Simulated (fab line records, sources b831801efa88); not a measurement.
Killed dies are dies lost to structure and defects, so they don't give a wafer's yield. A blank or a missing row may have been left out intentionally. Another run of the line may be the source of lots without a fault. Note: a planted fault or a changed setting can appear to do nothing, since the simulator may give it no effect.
A struck lot beside a sound one / flow sky130 / 22 out of 708 route steps
Sound: these wafers, L231.1, L231.2, L231.3. Struck: wafers L235.1, L235.2, L235.5. At the end, the cause is stated.
For every step that has rows: the tool of each side, followed by ch and its chambers, followed by its first start. Under that, the readings that differ: sound wafers / struck wafers / difference of the means / sigmas: that difference in standard deviations of wafers without a fault.
alike: same words and numbers on both sides, and readings whose means sit less than 2 such deviations apart. not compared: any withheld reading, any reading some wafer has no value for, any bound like >300 that may hide the same value, and any number with overlapping values for which the record gives no deviation.
The two part at a step that has a row with sigmas, a row that says differs or no value, or rows on one side only. Numbers that have no deviation but don't overlap get no sigmas and don't part them. A reading that every wafer of one side lacks parts them only if that side has two wafers or more.

first, 8 steps without rows for these wafers: SKY_DNWELL_DEHYDRATE_00 (time 60 s); SKY_DNWELL_HMDS_01 (prime time 60 s); SKY_DNWELL_COAT_02 (resist thk 3000 nm); SKY_DNWELL_SOFTBAKE_03; SKY_DNWELL_EXPOSE_04 (exposes mask DNM, target cd 3000 nm); SKY_DNWELL_PEB_05; SKY_DNWELL_DEVELOP_06 (develop time 60 s); SKY_DNWELL_IMPLANT_07.
SKY_DNWELL_STRIP_08: strips in O2/N2.
  sound on plasma asher-03 ch 0,1, day 4 15:31; struck on plasma asher-02 ch 0,1, day 5 09:30
reading=strip time to endpoint s (s); sound=36.90 36.89 36.85; struck=37.12 37.07 37.14; difference=+0.23; sigmas=+2
  alike: drypump motor current A, oes product au
  not compared: rf hours counter h
SKY_DNWELL_TW_MEAS_09:
  sound on film metro-04 at day 4 15:37; struck on film metro-03 at day 5 09:36
reading=DNWELL_TW; sound=1123 1126 1128; struck=1105 1101 1102; difference=-23; sigmas=-2
then, 2 steps without rows for these wafers: SKY_PWDE_DEHYDRATE_00 (time 60 s); SKY_PWDE_HMDS_01 (prime time 60 s).
SKY_PWDE_COAT_02: resist thk 3000 nm.
  sound on litho track-01 ch 0, day 4 23:54; struck on litho track-03 ch 0, day 5 18:13
reading=model.coat_of_PWDE_COAT_02.thk nm (nm); sound=3014 2999 3010; struck=3062 3061 3057; difference=+52; sigmas=
  alike: resist line temp C
then, 3 steps without rows for these wafers: SKY_PWDE_SOFTBAKE_03; SKY_PWDE_EXPOSE_04 (exposes mask PWDEM, target cd 840 nm); SKY_PWDE_PEB_05.
SKY_PWDE_DEVELOP_06: develop time 60 s.
  sound on litho track-04 ch 0; struck on litho track-03 ch 0
reading=resist line temp C (C); sound=22.92 22.89 22.73; struck=23.10 23.03 23.09; difference=+0.23; sigmas=+2
reading=model.coat_of_PWDE_COAT_02.thk nm (nm); sound=3010 2995 3006; struck=3058 3057 3053; difference=+52; sigmas=
SKY_PWDE_OVL_MEAS_07:
  sound on overlay-01 at day 5 09:11; struck on overlay-01 at day 6 03:07
  alike: PWDE_OVL
following that, these wafers have no rows for 1 step: SKY_PWDE_IMPLANT_08.
SKY_PWDE_STRIP_09: strips in O2/N2.
  sound on plasma asher-04 ch 0,1, day 5 09:22; struck on plasma asher-04 ch 0,1, day 6 03:19
reading=strip time to endpoint s (s); sound=37.09 36.91 37.03; struck=37.60 37.60 37.56; difference=+0.58; sigmas=+5
  alike: drypump motor current A, oes product au
  not compared: rf hours counter h
SKY_PWDE_TW_MEAS_10:
  sound on film metro-01 at day 5 09:28; struck on film metro-01 at day 6 03:25
  alike: PWDE_TW
-- the record jumps here: 42 days lie between the struck wafers' starts before and after (it left off in module PWDE and takes up again in module PAD_OPEN, whose first step shown is number 708 of the route) --
SKY_PAD_OPEN_PROBE_99:
  the record has rows for the struck wafers here (prober-01, day 48 09:24) and none for the sound ones

WHERE THEY PART
At SKY_DNWELL_STRIP_08 first; at SKY_PAD_OPEN_PROBE_99 last (within this record only).

WHY: the cause the simulator had injected
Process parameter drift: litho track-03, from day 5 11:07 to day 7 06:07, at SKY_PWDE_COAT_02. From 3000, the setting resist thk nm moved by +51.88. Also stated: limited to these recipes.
